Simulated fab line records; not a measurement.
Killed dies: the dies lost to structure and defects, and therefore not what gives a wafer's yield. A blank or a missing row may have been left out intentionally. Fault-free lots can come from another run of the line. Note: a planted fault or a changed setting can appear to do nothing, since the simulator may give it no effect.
A sampling plan put to the test ; flow gf180mcu ; 60 faults told of in these records, all on one fab line, each judged by the records of the lots it struck
The line's own looks make up the plan; these are the steps of the route where a gauge or inspection reads the wafer and leaves it unchanged. A look can be judged if struck wafers have a number there and the file gives its usual mean and standard deviation on fault-free wafers. Caught: the struck wafers' mean, at a look after the fault's first step, is 4 or more of those standard deviations (sigma) away from the usual mean. On the tool: the identical test, applied to the tool's own readings at the steps of the fault. Another recipe on the struck wafers, or a record that is blank for them alone, also counts as caught.

== THE FAULTS, as the simulator had put them in ==
1. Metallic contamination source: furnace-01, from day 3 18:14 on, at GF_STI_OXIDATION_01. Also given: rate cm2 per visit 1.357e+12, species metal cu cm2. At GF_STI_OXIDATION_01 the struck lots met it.
2. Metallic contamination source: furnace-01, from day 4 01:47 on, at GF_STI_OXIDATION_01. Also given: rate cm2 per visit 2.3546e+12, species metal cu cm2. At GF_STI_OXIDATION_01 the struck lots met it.
3. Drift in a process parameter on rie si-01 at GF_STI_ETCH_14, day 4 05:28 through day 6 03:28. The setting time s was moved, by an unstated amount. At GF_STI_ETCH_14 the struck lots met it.
4. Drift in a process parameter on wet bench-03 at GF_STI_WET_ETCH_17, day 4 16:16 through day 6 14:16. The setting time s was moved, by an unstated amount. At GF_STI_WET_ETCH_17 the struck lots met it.
5. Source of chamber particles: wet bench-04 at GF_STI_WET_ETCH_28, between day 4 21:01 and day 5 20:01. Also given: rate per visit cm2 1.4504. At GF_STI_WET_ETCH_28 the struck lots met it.
6. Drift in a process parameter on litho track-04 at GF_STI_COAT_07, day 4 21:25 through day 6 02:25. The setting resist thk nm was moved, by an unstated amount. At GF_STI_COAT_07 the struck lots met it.
7. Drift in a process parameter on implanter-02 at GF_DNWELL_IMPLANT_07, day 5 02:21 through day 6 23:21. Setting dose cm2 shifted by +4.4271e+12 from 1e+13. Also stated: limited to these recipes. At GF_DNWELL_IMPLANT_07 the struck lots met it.
8. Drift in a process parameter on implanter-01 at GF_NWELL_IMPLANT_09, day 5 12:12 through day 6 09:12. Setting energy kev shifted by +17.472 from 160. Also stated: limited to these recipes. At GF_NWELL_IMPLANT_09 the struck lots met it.
9. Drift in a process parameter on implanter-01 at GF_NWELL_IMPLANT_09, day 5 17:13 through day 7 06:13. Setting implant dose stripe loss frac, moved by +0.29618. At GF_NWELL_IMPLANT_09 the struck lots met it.
10. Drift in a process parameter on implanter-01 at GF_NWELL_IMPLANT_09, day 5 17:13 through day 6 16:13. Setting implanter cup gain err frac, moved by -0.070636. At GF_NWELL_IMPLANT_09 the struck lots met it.
11. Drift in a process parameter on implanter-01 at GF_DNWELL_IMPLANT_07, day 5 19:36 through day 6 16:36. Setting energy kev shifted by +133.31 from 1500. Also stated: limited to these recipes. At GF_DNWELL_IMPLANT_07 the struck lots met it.
12. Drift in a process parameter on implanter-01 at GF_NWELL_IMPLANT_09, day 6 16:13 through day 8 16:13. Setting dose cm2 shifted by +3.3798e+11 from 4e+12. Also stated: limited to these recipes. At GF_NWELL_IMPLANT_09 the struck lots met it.
13. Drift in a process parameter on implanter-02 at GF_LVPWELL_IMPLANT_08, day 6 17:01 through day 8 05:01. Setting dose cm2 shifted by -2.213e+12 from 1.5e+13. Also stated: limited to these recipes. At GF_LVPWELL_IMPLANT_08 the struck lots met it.
14. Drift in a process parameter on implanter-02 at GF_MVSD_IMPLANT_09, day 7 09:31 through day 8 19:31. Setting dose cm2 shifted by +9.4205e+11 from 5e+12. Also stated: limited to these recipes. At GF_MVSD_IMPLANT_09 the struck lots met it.
15. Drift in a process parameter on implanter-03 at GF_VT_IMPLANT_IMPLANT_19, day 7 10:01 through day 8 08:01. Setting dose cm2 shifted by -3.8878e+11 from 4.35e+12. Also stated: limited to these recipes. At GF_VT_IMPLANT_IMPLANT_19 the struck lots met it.
16. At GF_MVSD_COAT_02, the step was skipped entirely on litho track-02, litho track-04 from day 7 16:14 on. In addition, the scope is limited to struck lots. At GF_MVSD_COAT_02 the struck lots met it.
17. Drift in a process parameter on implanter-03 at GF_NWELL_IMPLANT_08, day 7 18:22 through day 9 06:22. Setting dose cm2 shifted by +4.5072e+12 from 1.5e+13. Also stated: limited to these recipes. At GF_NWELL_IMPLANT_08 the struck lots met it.
18. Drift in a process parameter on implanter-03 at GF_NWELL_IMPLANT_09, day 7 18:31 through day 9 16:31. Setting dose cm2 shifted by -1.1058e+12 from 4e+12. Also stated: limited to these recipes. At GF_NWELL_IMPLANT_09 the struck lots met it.
19. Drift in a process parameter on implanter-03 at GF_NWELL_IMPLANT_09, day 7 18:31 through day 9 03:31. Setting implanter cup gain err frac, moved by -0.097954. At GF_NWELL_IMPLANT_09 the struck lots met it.
20. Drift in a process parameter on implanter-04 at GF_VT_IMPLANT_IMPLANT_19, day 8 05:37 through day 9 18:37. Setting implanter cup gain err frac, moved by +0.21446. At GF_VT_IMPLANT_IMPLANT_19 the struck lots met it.
21. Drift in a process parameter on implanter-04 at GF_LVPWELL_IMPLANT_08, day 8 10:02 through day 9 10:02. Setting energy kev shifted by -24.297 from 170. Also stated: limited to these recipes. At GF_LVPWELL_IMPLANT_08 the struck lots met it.
22. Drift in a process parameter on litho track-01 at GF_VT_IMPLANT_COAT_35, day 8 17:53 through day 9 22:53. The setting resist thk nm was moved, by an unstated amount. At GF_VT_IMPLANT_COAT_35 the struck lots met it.
23. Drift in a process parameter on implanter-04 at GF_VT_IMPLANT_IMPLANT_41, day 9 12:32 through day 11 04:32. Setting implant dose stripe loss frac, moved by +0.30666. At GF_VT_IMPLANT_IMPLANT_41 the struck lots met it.
24. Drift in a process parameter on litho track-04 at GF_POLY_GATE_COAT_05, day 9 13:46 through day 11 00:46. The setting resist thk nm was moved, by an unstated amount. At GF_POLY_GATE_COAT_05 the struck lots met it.
25. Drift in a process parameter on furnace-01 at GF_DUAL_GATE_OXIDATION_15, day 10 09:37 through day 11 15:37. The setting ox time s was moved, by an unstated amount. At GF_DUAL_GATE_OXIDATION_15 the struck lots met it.
26. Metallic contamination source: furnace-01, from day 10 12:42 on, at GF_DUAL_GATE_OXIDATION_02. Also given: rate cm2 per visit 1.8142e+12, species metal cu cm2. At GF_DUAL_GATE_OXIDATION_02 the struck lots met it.
27. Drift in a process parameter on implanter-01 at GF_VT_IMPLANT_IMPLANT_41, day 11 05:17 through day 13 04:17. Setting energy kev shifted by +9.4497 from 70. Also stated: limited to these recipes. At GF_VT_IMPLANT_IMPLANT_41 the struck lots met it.
28. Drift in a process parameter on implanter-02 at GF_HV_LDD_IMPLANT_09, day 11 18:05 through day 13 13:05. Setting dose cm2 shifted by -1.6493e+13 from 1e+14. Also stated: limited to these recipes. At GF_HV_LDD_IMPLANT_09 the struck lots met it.
29. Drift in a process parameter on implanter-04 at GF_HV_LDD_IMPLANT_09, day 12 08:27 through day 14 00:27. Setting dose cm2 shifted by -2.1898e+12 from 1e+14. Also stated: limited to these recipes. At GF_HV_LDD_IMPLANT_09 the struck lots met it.
30. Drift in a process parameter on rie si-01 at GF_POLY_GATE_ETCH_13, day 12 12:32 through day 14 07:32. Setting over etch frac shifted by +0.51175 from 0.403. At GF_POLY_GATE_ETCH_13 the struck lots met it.
31. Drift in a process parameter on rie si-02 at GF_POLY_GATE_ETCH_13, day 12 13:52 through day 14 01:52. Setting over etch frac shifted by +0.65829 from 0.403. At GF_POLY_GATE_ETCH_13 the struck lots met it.
32. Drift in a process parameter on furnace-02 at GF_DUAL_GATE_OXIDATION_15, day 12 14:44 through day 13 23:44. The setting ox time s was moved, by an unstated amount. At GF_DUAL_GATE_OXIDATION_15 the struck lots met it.
33. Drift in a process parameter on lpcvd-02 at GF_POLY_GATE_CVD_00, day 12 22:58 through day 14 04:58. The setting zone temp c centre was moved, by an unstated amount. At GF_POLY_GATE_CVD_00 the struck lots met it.
34. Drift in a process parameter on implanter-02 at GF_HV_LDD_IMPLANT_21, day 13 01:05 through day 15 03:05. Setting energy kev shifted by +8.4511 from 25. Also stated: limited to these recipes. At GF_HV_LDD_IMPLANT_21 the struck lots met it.
35. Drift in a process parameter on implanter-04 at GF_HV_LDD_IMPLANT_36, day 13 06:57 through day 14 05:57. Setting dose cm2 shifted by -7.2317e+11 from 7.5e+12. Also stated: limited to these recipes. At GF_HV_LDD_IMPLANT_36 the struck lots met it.
36. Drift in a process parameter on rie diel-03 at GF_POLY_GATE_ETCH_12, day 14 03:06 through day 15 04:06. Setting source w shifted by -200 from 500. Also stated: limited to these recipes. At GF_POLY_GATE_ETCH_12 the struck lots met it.
37. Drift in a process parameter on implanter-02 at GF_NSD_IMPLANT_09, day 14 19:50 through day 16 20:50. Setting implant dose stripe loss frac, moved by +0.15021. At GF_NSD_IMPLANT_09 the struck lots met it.
38. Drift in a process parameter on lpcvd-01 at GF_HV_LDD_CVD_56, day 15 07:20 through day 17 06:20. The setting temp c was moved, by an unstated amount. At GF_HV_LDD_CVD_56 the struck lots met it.
39. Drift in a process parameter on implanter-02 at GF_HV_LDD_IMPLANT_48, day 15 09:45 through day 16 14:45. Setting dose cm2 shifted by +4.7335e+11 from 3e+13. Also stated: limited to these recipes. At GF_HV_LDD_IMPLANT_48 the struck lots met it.
40. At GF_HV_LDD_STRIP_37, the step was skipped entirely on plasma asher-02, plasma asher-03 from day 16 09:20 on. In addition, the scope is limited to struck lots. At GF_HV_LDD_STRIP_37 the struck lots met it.
41. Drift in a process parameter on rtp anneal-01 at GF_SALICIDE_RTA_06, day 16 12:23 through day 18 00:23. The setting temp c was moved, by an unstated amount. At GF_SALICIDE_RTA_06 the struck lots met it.
42. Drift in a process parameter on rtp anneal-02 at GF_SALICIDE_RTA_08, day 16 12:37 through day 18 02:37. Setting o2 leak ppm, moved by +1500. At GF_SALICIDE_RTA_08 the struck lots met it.
43. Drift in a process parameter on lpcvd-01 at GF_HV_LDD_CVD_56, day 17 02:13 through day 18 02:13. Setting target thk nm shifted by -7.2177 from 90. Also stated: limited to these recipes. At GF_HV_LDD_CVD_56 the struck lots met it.
44. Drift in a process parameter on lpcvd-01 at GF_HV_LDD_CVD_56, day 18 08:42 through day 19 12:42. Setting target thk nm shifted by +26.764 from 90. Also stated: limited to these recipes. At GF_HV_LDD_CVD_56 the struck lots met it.
45. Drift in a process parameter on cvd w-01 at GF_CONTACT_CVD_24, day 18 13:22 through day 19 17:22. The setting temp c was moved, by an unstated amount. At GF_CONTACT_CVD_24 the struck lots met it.
46. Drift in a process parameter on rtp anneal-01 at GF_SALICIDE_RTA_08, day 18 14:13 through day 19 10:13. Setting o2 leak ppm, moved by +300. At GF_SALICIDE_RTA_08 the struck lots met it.
47. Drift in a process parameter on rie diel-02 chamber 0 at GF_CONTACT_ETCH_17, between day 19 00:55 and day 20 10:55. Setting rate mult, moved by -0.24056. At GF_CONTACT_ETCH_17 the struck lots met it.
48. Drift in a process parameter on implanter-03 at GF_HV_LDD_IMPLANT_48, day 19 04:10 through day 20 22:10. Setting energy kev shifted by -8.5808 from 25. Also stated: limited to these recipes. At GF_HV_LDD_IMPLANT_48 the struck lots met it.
49. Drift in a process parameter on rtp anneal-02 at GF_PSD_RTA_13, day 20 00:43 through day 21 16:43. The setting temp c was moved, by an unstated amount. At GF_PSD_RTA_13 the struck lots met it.
50. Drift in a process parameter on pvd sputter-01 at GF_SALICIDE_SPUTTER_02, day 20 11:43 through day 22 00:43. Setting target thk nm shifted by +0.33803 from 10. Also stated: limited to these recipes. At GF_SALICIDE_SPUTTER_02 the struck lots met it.
51. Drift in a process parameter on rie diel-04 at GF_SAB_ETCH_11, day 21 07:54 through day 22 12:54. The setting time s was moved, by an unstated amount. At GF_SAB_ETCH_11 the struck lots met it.
52. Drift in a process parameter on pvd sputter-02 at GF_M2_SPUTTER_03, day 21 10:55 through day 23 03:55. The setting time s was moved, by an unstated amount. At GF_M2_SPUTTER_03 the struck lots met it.
53. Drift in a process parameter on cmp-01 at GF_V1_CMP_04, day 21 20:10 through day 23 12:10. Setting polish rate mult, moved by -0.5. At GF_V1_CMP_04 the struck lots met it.
54. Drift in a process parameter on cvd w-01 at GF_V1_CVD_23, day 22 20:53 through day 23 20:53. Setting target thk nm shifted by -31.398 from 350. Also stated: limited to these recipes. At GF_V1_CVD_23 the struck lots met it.
55. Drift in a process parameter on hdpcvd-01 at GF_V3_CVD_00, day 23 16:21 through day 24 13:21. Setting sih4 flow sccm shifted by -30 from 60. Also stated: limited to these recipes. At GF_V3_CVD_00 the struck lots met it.
56. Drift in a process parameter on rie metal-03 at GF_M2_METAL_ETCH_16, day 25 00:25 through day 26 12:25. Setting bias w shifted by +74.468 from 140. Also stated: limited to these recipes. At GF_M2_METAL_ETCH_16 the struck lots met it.
57. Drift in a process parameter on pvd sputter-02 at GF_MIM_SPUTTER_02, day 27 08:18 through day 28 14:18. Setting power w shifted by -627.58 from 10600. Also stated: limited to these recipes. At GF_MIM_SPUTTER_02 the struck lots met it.
58. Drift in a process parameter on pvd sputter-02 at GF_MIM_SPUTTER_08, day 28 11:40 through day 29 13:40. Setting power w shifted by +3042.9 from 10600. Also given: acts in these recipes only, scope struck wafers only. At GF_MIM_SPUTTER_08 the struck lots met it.
59. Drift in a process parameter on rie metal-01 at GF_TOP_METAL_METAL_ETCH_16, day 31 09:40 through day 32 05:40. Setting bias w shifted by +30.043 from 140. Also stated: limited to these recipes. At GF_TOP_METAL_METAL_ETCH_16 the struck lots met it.
60. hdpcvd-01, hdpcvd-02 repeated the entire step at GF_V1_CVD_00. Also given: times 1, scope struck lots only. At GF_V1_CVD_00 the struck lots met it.

== WHAT THE PLAN SAW ==
fault;on the tool itself;first look that catches it;reading, sigma;median hours from its first step to that look;hours from the fault's start to the first struck lot there;judged looks passed uncaught
1;under 2 sigma;none of the 6 looks that can be judged after it;-;-;-;6
2;under 2 sigma;none of the 6 looks that can be judged after it;-;-;-;6
3;run length s +13 sigma;no look after it can be judged;-;-;-;0
4;run length s +99 or beyond sigma;none of the 2 looks that can be judged after it;-;-;-;2
5;no reading that can be judged;none of the 2 looks that can be judged after it;-;-;-;2
6;no reading that can be judged;none of the 2 looks that can be judged after it;-;-;-;2
7;dose ions cm2 +99 or beyond sigma;GF_DNWELL_TW_MEAS_09;DNWELL_TW +18;0.2;2;0
8;beam energy keV +99 or beyond sigma;none of the 6 looks that can be judged after it;strongest: NWELL_RS at GF_VT_IMPLANT_RS_MEAS_47, +2.9;-;-;6
9;no reading that can be judged;none of the 3 looks that can be judged after it;strongest: NWELL_RS at GF_VT_IMPLANT_RS_MEAS_47, +3.0;-;-;3
10;beam on s +5.0 sigma;GF_VT_IMPLANT_RS_MEAS_47;NWELL_RS -4.4;115.4;117;1
11;beam energy keV +99 or beyond sigma;no look after it can be judged;-;-;-;0
12;dose ions cm2 +84 sigma;GF_VT_IMPLANT_RS_MEAS_47;NWELL_RS -6.7;125.2;124;2
13;dose ions cm2 -99 or beyond sigma;GF_LVPWELL_TW_MEAS_11;LVPWELL_TW -4.4;0.4;7;0
14;dose ions cm2 +99 or beyond sigma;GF_VT_IMPLANT_RS_MEAS_46;MVSD_RS -13;89.2;106;0
15;dose ions cm2 -83 sigma;none of the 3 looks that can be judged after it;strongest: VT_IMPLANT_2_TW at GF_VT_IMPLANT_TW_MEAS_21, -2.6;-;-;3
16;the tool's record is blank for the struck wafers;GF_MVPSD_TW_MEAS_11;MVPSD_TW +99 or beyond;25.2;27;0
17;dose ions cm2 +99 or beyond sigma;GF_NWELL_TW_MEAS_11;NWELL_TW +7.3;0.4;2;0
18;dose ions cm2 -99 or beyond sigma;GF_VT_IMPLANT_RS_MEAS_47;NWELL_RS +22;126.8;128;0
19;beam on s +5.0 sigma;GF_VT_IMPLANT_RS_MEAS_47;NWELL_RS -7.5;126.4;128;0
20;faraday current uA +10 sigma;GF_VT_IMPLANT_TW_MEAS_21;VT_IMPLANT_2_TW -5.1;0.2;10;0
21;beam energy keV -99 or beyond sigma;GF_VT_IMPLANT_RS_MEAS_48;LVPWELL_RS +12;114.5;126;0
22;under 2 sigma;not the one look that can be judged after it;-;-;-;1
23;no reading that can be judged;GF_VT_IMPLANT_TW_MEAS_43;VT_IMPLANT_4_TW -5.9;0.2;8;0
24;no reading that can be judged;not the one look that can be judged after it;-;-;-;1
25;under 2 sigma;no look after it can be judged;-;-;-;0
26;no reading that can be judged;none of the 5 looks that can be judged after it;-;-;-;5
27;beam energy keV +99 or beyond sigma;GF_VT_IMPLANT_TW_MEAS_43;VT_IMPLANT_4_TW +4.0;0.2;8;0
28;dose ions cm2 -99 or beyond sigma;GF_HV_LDD_TW_MEAS_11;HV_LDD_TW -4.6;0.2;10;0
29;dose ions cm2 -20 sigma;none of the 2 looks that can be judged after it;strongest: HV_LDD_RS at GF_HV_LDD_RS_MEAS_53, +3.7;-;-;2
30;oes product au -24 sigma;not the one look that can be judged after it;-;-;-;1
31;oes product au -29 sigma;not the one look that can be judged after it;-;-;-;1
32;under 2 sigma;none of the 2 looks that can be judged after it;-;-;-;2
33;spike tc centre C +17 sigma;GF_POLY_GATE_THK_MEAS_01;POLY_GATE_CVD_00_THK +18;1.3;4;0
34;beam energy keV +99 or beyond sigma;GF_HV_LDD_TW_MEAS_23;HV_LDD_2_TW +8.4;0.3;8;0
35;dose ions cm2 -85 sigma;no look after it can be judged;-;-;-;0
36;rf fwd power W -99 or beyond sigma;no look after it can be judged;-;-;-;0
37;under 2 sigma;GF_PSD_RS_MEAS_14;NSD_RS +7.0;22.5;25;0
38;susceptor temp C -52 sigma;GF_HV_LDD_THK_MEAS_57;HV_LDD_CVD_56_THK -20;1.4;5;0
39;dose ions cm2 +15 sigma;no look after it can be judged;-;-;-;0
40;the tool's record is blank for the struck wafers;GF_HV_LDD_TW_MEAS_50;HV_LDD_4_TW -99 or beyond;23.2;28;0
41;wafer_temp_C_max -99 or beyond sigma;no look after it can be judged;-;-;-;0
42;chamber o2 ppm +99 or beyond sigma;no look after it can be judged;-;-;-;0
43;under 2 sigma;GF_HV_LDD_THK_MEAS_57;HV_LDD_CVD_56_THK -7.4;1.4;5;0
44;under 2 sigma;GF_HV_LDD_THK_MEAS_57;HV_LDD_CVD_56_THK +26;3.2;21;0
45;susceptor temp C +99 or beyond sigma;GF_CONTACT_RS_MEAS_25;CONTACT_W_RS -35;0.1;4;0
46;chamber o2 ppm +99 or beyond sigma;no look after it can be judged;-;-;-;0
47;under 2 sigma;no look after it can be judged;-;-;-;0
48;beam energy keV -99 or beyond sigma;GF_HV_LDD_TW_MEAS_50;HV_LDD_4_TW -11;0.2;10;0
49;wafer_temp_C_max -16 sigma;GF_PSD_RS_MEAS_14;NSD_RS +25;0.1;5;0
50;under 2 sigma;no look after it can be judged;-;-;-;0
51;under 2 sigma;no look after it can be judged;-;-;-;0
52;under 2 sigma;no look after it can be judged;-;-;-;0
53;time to endpoint s +4.5 sigma;not the one look that can be judged after it;-;-;-;1
54;under 2 sigma;GF_V1_RS_MEAS_24;V1_W_RS +7.8;0.1;9;0
55;sih4 flow sccm -99 or beyond sigma;GF_V3_THK_MEAS_01;V3_CVD_00_THK -36;0.1;4;0
56;bias w +99 or beyond sigma;not the one look that can be judged after it;-;-;-;1
57;cathode dc power W -99 or beyond sigma;no look after it can be judged;-;-;-;0
58;cathode dc power W +99 or beyond sigma;GF_MIM_RS_MEAS_10;MIM_ALCU_RS -18;0.1;11;0
59;bias w +72 sigma;no look after it can be judged;-;-;-;0
60;under 2 sigma;GF_V1_THK_MEAS_01;V1_CVD_00_THK +71;0.3;-;0
A dash: the fault is not caught, or the number is missing from these records.

Caught at a look: 28 of 60. Caught on the tool: 40 of 60. By one or the other: 46 of 60.
Caught on the tool alone: faults 3, 4, 8, 11, 15, 29, 30, 31, 35, 36, 39, 41, 42, 46, 53, 56, 57, 59.
Caught at a look alone: faults 23, 37, 43, 44, 54, 60.
Caught by neither: faults 1, 2, 5, 6, 9, 22, 24, 25, 26, 32, 47, 50, 51, 52.

== THINNER SAMPLING ==
In the worst case, this is how late the first struck lot would be measured if the look that catches a fault measured only every second or every third lot, by lot number:
fault;struck lots at that look, in order of time;every lot;every second lot;every third lot
7;L135, L136;2 h;8 h;may miss all 2
10;L244, L247;117 h;140 h;may miss all 2
12;L315, L322;124 h;167 h;may miss all 2
13;L137, L140;7 h;22 h;may miss all 2
14;L785, L786;106 h;112 h;may miss all 2
16;L938, L939;27 h;33 h;may miss all 2
17;L854, L855;2 h;7 h;may miss all 2
18;L659, L660;128 h;134 h;may miss all 2
19;L347, L348;128 h;134 h;may miss all 2
20;L871, L872;10 h;17 h;may miss all 2
21;L632, L633;126 h;138 h;may miss all 2
23;L345, L346, L347;8 h;14 h;21 h
27;L168, L169;8 h;14 h;may miss all 2
28;L475, L476;10 h;18 h;may miss all 2
33;L860, L861, L862;4 h;12 h;26 h
34;L296, L297;8 h;14 h;may miss all 2
37;L201, L202;25 h;38 h;may miss all 2
38;L484, L488;5 h;may miss all 2;may miss all 2
40;L106, L107;28 h;31 h;may miss all 2
43;L647, L648;5 h;14 h;may miss all 2
44;L675, L676;21 h;26 h;may miss all 2
45;L332, L333;4 h;15 h;may miss all 2
48;L556, L557;10 h;26 h;may miss all 2
49;L245, L248;5 h;35 h;may miss all 2
54;L726, L727;9 h;14 h;may miss all 2
55;L366, L367;4 h;7 h;may miss all 2
58;L441, L443;11 h;may miss all 2;may miss all 2
Hours: fault start to first struck lot measured. The limit of 4 sigma was tested on all struck wafers together, so one lot alone may lie under it. Other struck lots may not be in these records.

== THE LONGEST TIMED WAY FROM STEP TO LOOK ==
Fault 18: median gap of 126.8 hours between GF_NWELL_IMPLANT_09 and GF_VT_IMPLANT_RS_MEAS_47. No look between them can be judged.
